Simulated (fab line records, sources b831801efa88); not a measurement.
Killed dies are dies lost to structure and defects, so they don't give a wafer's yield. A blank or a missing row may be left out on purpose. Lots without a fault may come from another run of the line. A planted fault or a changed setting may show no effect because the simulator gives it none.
fab line records | flow sky130
record lots=6 wafers=18 last_day=49
route steps=708 shown DNWELL@39 PWDE@45 PAD_OPEN@708
lots that met no fault: from a run of the same line without faults
start_h: hours from the record's first day to the start of the lot's first wafer shown | wait_h: hours since the lot's step before | " the same as in the row above | L1.1+2: a row that stands for several wafers | - no value, or no start given | * or withheld: withheld | < > ~ a bound
route shown NAME@n: a module of which the file shows steps, and the number in the route of the first | usual: mean/standard deviation of fault-free wafers | same: alike in all rows | chamber/n: place in a boat | sites: the reading at each site | _std_site: their standard deviation | _edge_site: outer sites' mean less inner sites' | radius_mm: how far each site lies from the wafer's centre | mask NAME#n: copy n | behind: the tool/chamber that last shaped the wafer | hold: why the lot was held/for how many hours/how that ended | device: the transistor (n, p or np) that didn't switch | end of line: the same wafers' tests at the end of the route | a step without rows: its recipe alone | killed: dies lost to structure and defects at the first sort, not the wafer's yield | map: a wafer's dies, x killed, . not, _ none there
set.NAME: the setting as run; set.NAME@STEP: as run at that earlier step | model.NAME: the simulator's own value behind a step, which no gauge read
lots at some steps of the route; a table a step, a row a wafer
services: from which hour (start_h, from the record's first day; less than 0 if before it) a tool's chamber was out of use, for how many hours, and why
## steps
# step SKY_DNWELL_EXPOSE_04
# recipe mask_id=DNM na=0.57 target_cd_nm=3000 dose_mj=222
# step SKY_DNWELL_PEB_05
# recipe temp_c=115 time_s=withheld
# step SKY_DNWELL_DEVELOP_06
# recipe wall_angle_deg=90 developer=TMAH develop_time_s=60 dev_temp_c=23
# step SKY_DNWELL_IMPLANT_07
# recipe species=P energy_kev=withheld dose_cm2=withheld tilt_deg=withheld
# step SKY_DNWELL_STRIP_08
# recipe chemistry=O2/N2 power_w=1400 pressure_mtorr=1500 platen_temp_c=withheld o2_flow_sccm=3000 n2_flow_sccm=300 overash_fraction=0.5
# usual drypump_motor_current_A=5.5/0.34 oes_product_au=0.722/0.0044 strip_time_to_endpoint_s=36.90/0.098
# columns lot.wafer tool chamber start_h wait_h drypump_motor_current_A oes_product_au rf_hours_counter_h strip_time_to_endpoint_s
L780.4 plasma_asher-04 1 52.49 0.1 5.7 0.722 - 36.64
L780.5 " 1 " " 5.7 0.726 - 36.74
L780.6 " 0 " " 5.0 0.724 - 36.80
L788.1 plasma_asher-02 0 96.41 0.1 5.4 0.718 41 36.84
L788.4 " 0 " " 5.4 0.722 - 36.88
L788.5 " 0 " " 5.4 0.726 - 36.89
L792.1 plasma_asher-03 0 119.06 0.1 5.6 0.721 43 36.83
L792.3 " 0 " " 5.6 0.723 - 36.81
L792.4 " 1 " " 5.1 0.718 - 36.84
L793.1 plasma_asher-04 1 123.02 0.1 5.7 0.729 31 37.13
L793.3 " 0 " " 5.0 0.719 - 36.96
L793.6 " 1 " " 5.7 0.730 - 37.08
L795.1 plasma_asher-02 1 132.62 0.1 6.0 0.717 45 36.76
L795.5 " 0 " " 5.4 0.712 - 36.80
L795.6 " 1 " " 6.1 0.729 - 36.81
L800.3 plasma_asher-02 0 160.50 0.1 5.4 0.722 - 36.93
L800.4 " 1 " " 6.1 0.723 - 36.88
L800.5 " 0 " " 5.4 0.726 - 36.96
# step SKY_DNWELL_TW_MEAS_09
# usual DNWELL_TW=1120/8.3
# columns lot.wafer tool chamber start_h wait_h DNWELL_TW
L780.4 film_metro-01 - 52.59 0.1 1118
L780.5 " - " " 1121
L780.6 " - " " 1121
L788.1 film_metro-03 - 96.51 0.1 1128
L788.4 " - " " 1132
L788.5 " - " " 1127
L792.1 film_metro-02 - 119.16 0.1 1112
L792.3 " - " " 1113
L792.4 " - " " 1109
L793.1 film_metro-01 - 123.12 0.1 1131
L793.3 " - " " 1138
L793.6 " - " " 1138
L795.1 film_metro-02 - 132.72 0.1 1112
L795.5 " - " " 1116
L795.6 " - " " 1114
L800.3 film_metro-02 - 160.59 0.1 1107
L800.4 " - " " 1105
L800.5 " - " " 1107
# step SKY_PWDE_DEHYDRATE_00
# recipe temp_c=200 time_s=60
# step SKY_PWDE_HMDS_01
# recipe prime_time_s=60 prime_temp_c=120
# step SKY_PWDE_COAT_02
# recipe spin_rpm=2000 resist_thk_nm=3000
# step SKY_PWDE_SOFTBAKE_03
# recipe temp_c=110 time_s=withheld
# step SKY_PWDE_EXPOSE_04
# recipe mask_id=PWDEM na=0.6 source_shape=conventional sigma_outer=0.6 polarization=unpolarized target_cd_nm=840 dose_mj=214
# step SKY_PWDE_PEB_05
# recipe temp_c=115 time_s=withheld
# step SKY_PWDE_DEVELOP_06
# recipe wall_angle_deg=90 developer=TMAH develop_time_s=60 dev_temp_c=23
# usual developer_temp_C=23.02/0.1 exhaust_pa=44.8/0.92
# columns lot.wafer tool chamber start_h wait_h developer_temp_C exhaust_pa
L780.4 litho_track-04 0 68 - 23.00 43.0
L780.5 " 0 " " 22.92 43.1
L780.6 " 0 " " 23.09 44.8
L788.1 litho_track-03 0 114 - 22.96 45.1
L788.4 " 0 " " 23.08 45.4
L788.5 " 0 " " 23.08 46.1
L792.1 litho_track-03 0 137 - 23.78 45.2
L792.3 " 0 " " 23.89 46.1
L792.4 " 0 " " 24.03 46.5
L793.1 litho_track-03 0 142 - 23.92 44.6
L793.3 " 0 " " 23.93 45.8
L793.6 " 0 " " 23.93 45.4
L795.1 litho_track-02 0 151 - 23.05 45.0
L795.5 " 0 " " 22.91 44.6
L795.6 " 0 " " 23.05 43.8
L800.3 litho_track-04 0 181 - 23.00 44.3
L800.4 " 0 " " 23.09 44.9
L800.5 " 0 " " 22.86 44.0
# step SKY_PWDE_OVL_MEAS_07
# usual PWDE_OVL=-0.6/1.4
# columns lot.wafer tool chamber start_h wait_h PWDE_OVL[nm]
L780.4 overlay-02 - 68.73 - -0.8
L780.5 " - " " -2.9
L780.6 " - " " -1.0
L788.1 overlay-01 - 114.46 - -1.0
L788.4 " - " " -0.6
L788.5 " - " " -3.0
L792.1 overlay-01 - 137.96 - -1.2
L792.3 " - " " -1.8
L792.4 " - " " -0.7
L793.1 overlay-01 - 142.21 - 1.4
L793.3 " - " " 0.3
L793.6 " - " " 1.4
L795.1 overlay-02 - 151.22 - 0.9
L795.5 " - " " -0.1
L795.6 " - " " -0.5
L800.3 overlay-02 - 181.48 - -0.4
L800.4 " - " " -0.4
L800.5 " - " " 0.2
# step SKY_PAD_OPEN_PROBE_99
# usual killed_at_M0_to_M3=42/7.2 killed_at_M4_up=3.5/1.8 killed_at_contacts=25/5.7 killed_at_front_end=16/4.6 killed_at_other=0.2/0.41 killed_dies=86/9.3 killed_open=47/6.3 killed_short=39/5.9
# same gross_dies=492 killed_at_back_side=0
# columns lot.wafer tool chamber start_h wait_h killed_at_M0_to_M3 killed_at_M4_up killed_at_contacts killed_at_front_end killed_at_other killed_dies killed_open killed_short
L788.1 prober-01 - 1131.63 0.1 37 6 35 13 1 92 51 41
L788.4 prober-01 - 1131.78 0.2 33 9 30 10 0 82 45 37
L788.5 prober-01 - 1131.83 0.2 40 5 33 29 0 107 56 51
L792.1 prober-01 - 1151.99 0.1 35 4 28 8 0 75 42 33
L792.3 prober-01 - 1152.09 0.2 39 3 31 13 0 86 44 42
L792.4 prober-01 - 1152.14 0.2 52 3 23 13 0 91 56 35
L793.1 prober-02 - 1155.80 0.1 54 3 26 22 0 105 63 42
L793.3 prober-02 - 1155.90 0.2 40 3 27 15 0 85 50 35
L793.6 prober-02 - 1156.05 0.2 55 2 20 18 0 95 42 53
L800.3 prober-01 - 1187.34 0.2 44 4 15 13 0 76 36 40
L800.4 prober-01 - 1187.39 0.2 46 3 17 20 1 87 51 36
L800.5 prober-01 - 1187.44 0.2 46 1 27 18 0 92 51 41
# killed by level:class
L788.1 CONTACT:geometric_particle:open=14 CONTACT:geometric_particle:short=9 VIA1:geometric_particle:open=9 LI_CONTACT:geometric_particle:open=8 METAL1:geometric_particle:short=7 VIA3:geometric_particle:open=5 VIA2:geometric_particle:open=5 FIELD_ISO:geometric_particle:short=4
L788.4 LI_CONTACT:geometric_particle:open=9 CONTACT:geometric_particle:open=9 METAL4:geometric_particle:short=8 VIA1:geometric_particle:open=7 VIA1:geometric_particle:short=6 VIA3:geometric_particle:open=6 CONTACT:geometric_particle:short=5 VIA2:geometric_particle:open=5
L788.5 CONTACT:geometric_particle:open=14 POLY_GATE:geometric_particle:short=10 VIA3:geometric_particle:open=7 VIA1:geometric_particle:open=7 FIELD_ISO:geometric_particle:open=6 FIELD_ISO:geometric_particle:short=6 POLY_GATE:geometric_particle:open=5 LI_CONTACT:geometric_particle:open=5
L792.1 VIA1:geometric_particle:open=9 LI_CONTACT:geometric_particle:open=9 CONTACT:geometric_particle:open=9 VIA3:geometric_particle:short=6 LI_CONTACT:geometric_particle:short=5 CONTACT:geometric_particle:short=5 VIA3:geometric_particle:open=5 FIELD_ISO:geometric_particle:short=4
L792.3 CONTACT:geometric_particle:open=9 VIA3:geometric_particle:open=7 LOCAL_INTERCONNECT:geometric_particle:short=7 FIELD_ISO:geometric_particle:open=6 VIA1:geometric_particle:short=6 VIA1:geometric_particle:open=6 FIELD_ISO:geometric_particle:short=5 LI_CONTACT:geometric_particle:open=5
L792.4 VIA2:geometric_particle:open=15 CONTACT:geometric_particle:open=10 VIA1:geometric_particle:open=8 VIA3:geometric_particle:open=6 METAL1:geometric_particle:short=6 LI_CONTACT:geometric_particle:open=5 FIELD_ISO:geometric_particle:open=4 METAL2:geometric_particle:short=4
L793.1 VIA1:geometric_particle:open=16 METAL1:geometric_particle:short=12 LI_CONTACT:geometric_particle:open=11 CONTACT:geometric_particle:open=9 METAL2:geometric_particle:short=7 FIELD_ISO:geometric_particle:open=6 FIELD_ISO:geometric_particle:short=6 VIA2:geometric_particle:open=5
L793.3 CONTACT:geometric_particle:open=11 LI_CONTACT:geometric_particle:open=8 VIA2:geometric_particle:open=8 METAL2:geometric_particle:short=8 FIELD_ISO:geometric_particle:open=6 CONTACT:geometric_particle:short=5 FIELD_ISO:geometric_particle:short=4 VIA1:geometric_particle:open=4
L793.6 METAL2:geometric_particle:short=10 VIA1:geometric_particle:open=9 METAL1:geometric_particle:short=9 VIA3:geometric_particle:open=8 CONTACT:geometric_particle:short=6 FIELD_ISO:geometric_particle:short=5 LI_CONTACT:geometric_particle:open=5 VIA2:geometric_particle:open=5
L800.3 VIA1:geometric_particle:short=10 VIA1:geometric_particle:open=7 CONTACT:geometric_particle:open=6 VIA3:geometric_particle:open=5 FIELD_ISO:geometric_particle:short=4 LI_CONTACT:geometric_particle:open=4 METAL2:geometric_particle:short=4 VIA2:geometric_particle:short=4
L800.4 CONTACT:geometric_particle:open=10 VIA1:geometric_particle:open=10 VIA3:geometric_particle:open=8 VIA2:geometric_particle:open=8 FIELD_ISO:geometric_particle:short=5 METAL1:geometric_particle:short=5 VIA1:geometric_particle:short=5 SPACER:geometric_particle:open=4
L800.5 VIA1:geometric_particle:open=14 LOCAL_INTERCONNECT:geometric_particle:short=8 CONTACT:geometric_particle:open=8 VIA3:geometric_particle:open=7 FIELD_ISO:geometric_particle:short=5 LI_CONTACT:geometric_particle:open=5 METAL1:geometric_particle:short=5 FIELD_ISO:geometric_particle:open=4
## services
# columns tool chamber start_h hours kind
plasma_asher-04 - 36.51 3.6 repair
plasma_asher-04 - 163.58 28.1 pm
## key
first_sign step=SKY_PWDE_DEVELOP_06 reading=developer_temp_C direction=up sigmas=8.7 usual=* struck=*
effect none on later readings
met_at SKY_PWDE_DEVELOP_06
struck_wafers L792.1,L792.3,L792.4,L793.1,L793.3,L793.6
tester_left_out L792,L793
onset_between 114 137
fault kind=process_parameter_drift tool=litho_track-03 chamber=- onset_h=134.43 steps=SKY_PWDE_DEVELOP_06 channel=dev_temp_c offset=* shape=step end_h=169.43 acts_in=* stated=*
# tester_left_out: of these lots the tester's yield and bins aren't shown, on N5 and GAA mostly nor the transistor test; their killed dies are dies lost to structure and defects alone, not to doping, threshold or leakage, so they don't give the yield
